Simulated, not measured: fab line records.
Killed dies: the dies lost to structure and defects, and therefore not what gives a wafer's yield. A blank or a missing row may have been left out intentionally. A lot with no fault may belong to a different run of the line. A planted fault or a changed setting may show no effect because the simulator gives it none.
What tool caused it? -- flow sky130 -- 14 lots with 42 wafers sampled at 4 steps, on a route of 708 steps

== WHAT THE GAUGES SHOWED, per wafer ==
SKY_SD_N_CD_MEAS_07: target cd 380 nm. Usual: cdNm at 380 nm, with a standard deviation of 3.3.
lot,measured,on,cdNm (nm),flag
L474,day 29 02:31,cdSem-02,379 377 377,
L475,day 29 06:39,cdSem-01,377 376 378,
L479,day 30 14:32,cdSem-01,383 383 386,
L480,day 30 19:43,cdSem-01,380 380 381,
L481,day 31 16:40,cdSem-01,376 375 375,
L486,day 33 03:29,cdSem-02,380 382 381,
L490,day 34 04:51,cdSem-02,380 378 376,
L491,day 34 12:08,cdSem-01,374 373 372,
L492,day 34 13:04,cdSem-01,381 380 382,
L493,day 35 05:20,cdSem-01,381 382 383,
L494,day 35 08:42,cdSem-01,378 377 379,
L495,day 35 22:43,cdSem-01,377 373 376,
L496,day 35 23:23,cdSem-01,379 380 380,
L497,day 36 10:07,cdSem-02,378 379 380,

SKY_SD_N_RS_MEAS_16: measurement is done with a four-point probe. Usual: SD_N_RS 68.55 ohm/sq, standard deviation 0.12.
lot,measured,on,SD_N_RS (ohm/sq),flag
L474,day 29 03:21,filmMetro-02,68.54 68.72 68.62,
L475,day 29 07:29,filmMetro-02,68.76 68.58 68.71,
L479,day 30 15:22,filmMetro-04,68.59 68.57 68.58,
L480,day 30 20:33,filmMetro-02,68.62 68.52 68.58,
L481,day 31 17:31,filmMetro-01,68.45 68.49 68.39,
L486,day 33 04:20,filmMetro-02,68.60 68.67 68.55,
L490,day 34 05:41,filmMetro-01,68.49 68.41 68.40,
L491,day 34 12:58,filmMetro-02,68.68 68.74 68.72,
L492,day 34 13:55,filmMetro-01,68.46 68.34 68.35,
L493,day 35 06:11,filmMetro-02,68.73 68.61 68.65,
L494,day 35 09:32,filmMetro-02,68.50 68.63 68.49,
L495,day 35 23:34,filmMetro-01,68.40 68.48 68.47,
L496,day 36 00:14,filmMetro-01,68.48 68.47 68.37,
L497,day 36 10:57,filmMetro-01,68.52 68.35 68.47,

SKY_SD_N_RS_MEAS_17: measurement is done with a four-point probe. Usual: SD_P_RS 147.1 ohm/sq, standard deviation 0.38.
lot,measured,on,SD_P_RS (ohm/sq),flag
L474,day 29 03:28,filmMetro-02,147.2 146.8 147.0,
L475,day 29 07:37,filmMetro-02,147.5 146.9 147.7,
L479,day 30 15:29,filmMetro-04,147.0 147.3 147.5,
L480,day 30 20:40,filmMetro-02,147.0 147.0 147.0,
L481,day 31 17:38,filmMetro-01,147.4 147.1 147.3,
L486,day 33 04:27,filmMetro-02,147.2 147.6 147.3,
L490,day 34 05:49,filmMetro-01,147.1 146.6 146.8,
L491,day 34 13:05,filmMetro-02,147.8 147.7 147.8,
L492,day 34 14:02,filmMetro-01,146.8 147.0 146.7,
L493,day 35 06:18,filmMetro-02,147.1 146.6 147.0,
L494,day 35 09:40,filmMetro-02,147.0 147.4 147.3,
L495,day 35 23:41,filmMetro-01,147.0 146.6 146.4,
L496,day 36 00:21,filmMetro-01,147.1 147.2 146.7,
L497,day 36 11:04,filmMetro-01,147.2 147.3 147.4,

== WHAT TOOL EACH LOT RAN ON (gives the tool, then ch and the chambers of the sampled wafers, and finally the start) ==
lot,SKY_LDD_LDN_CLEAN_14
L474,"wetBench-02 ch 1, day 24 00:47"
L475,"wetBench-01 ch 1, day 24 05:38"
L479,"wetBench-02 ch 3, day 25 13:08"
L480,"wetBench-01 ch 0, day 25 21:51"
L481,"wetBench-04 ch 2, day 26 18:50"
L486,"wetBench-01 ch 2, day 28 05:14"
L490,"wetBench-04 ch 3, day 29 08:20"
L491,"wetBench-04 ch 1, day 29 17:25"
L492,"wetBench-01 ch 3, day 29 17:42"
L493,"wetBench-01 ch 2, day 30 10:07"
L494,"wetBench-01 ch 0, day 30 13:25"
L495,"wetBench-02 ch 3, day 31 03:42"
L496,"wetBench-01 ch 1, day 31 07:02"
L497,"wetBench-02 ch 0, day 31 16:55"
- SKY_LDD_LDN_CLEAN_14: cleans in SC1/SC2, time 150 s.

== WHAT THE TOOLS THEMSELVES READ (means of the sampled wafers that have a number; where no wafer has one, the mark that the record gives instead) ==
SKY_LDD_LDN_CLEAN_14. Usual: bathGuardTempC 70.0 C, standard deviation 0.33; bathHeatDutyPct 13.3 %, standard deviation 1.6.
lot,tool,bathGuardTempC (C),bathHeatDutyPct (%),flag
L474,wetBench-02,70.3,12.5,
L475,wetBench-01,69.5,14.3,
L479,wetBench-02,-,-,OFF
L480,wetBench-01,-,-,OFF
L481,wetBench-04,-,-,OFF
L486,wetBench-01,70.3,12.8,
L490,wetBench-04,69.6,14.9,
L491,wetBench-04,70.1,11.9,
L492,wetBench-01,70.3,16.4,
L493,wetBench-01,70.5,12.2,
L494,wetBench-01,69.9,12.6,
L495,wetBench-02,70.0,10.5,
L496,wetBench-01,69.7,15.0,
L497,wetBench-02,69.6,13.0,

== THE ANSWER, worked out from the rows above alone ==
Rule: lot off if the mean of its wafers having a number is beyond 3 standard deviations from the usual mean. A lot without any number at a reading at which 4 lots or more have one is off too. All remaining lots with rows at the step are treated as sound. Order of review: gauges by route order, followed by the tools' own readings, for which a lot's mean as printed above is used. At the first step where some lot is off, the reading lying furthest off is the one used; lots without a number count as furthest.
Off, at SKY_LDD_LDN_CLEAN_14 on bathGuardTempC: L479, L480, L481. Without a number there: L479, L480, L481.
If a tool, at that step or one of the process steps before it, ran each lot that is off and ran no sound lot following the first of them, it fits. Not one of the candidates tried fits.

== WHAT WAS PUT IN BY THE SIMULATOR ==
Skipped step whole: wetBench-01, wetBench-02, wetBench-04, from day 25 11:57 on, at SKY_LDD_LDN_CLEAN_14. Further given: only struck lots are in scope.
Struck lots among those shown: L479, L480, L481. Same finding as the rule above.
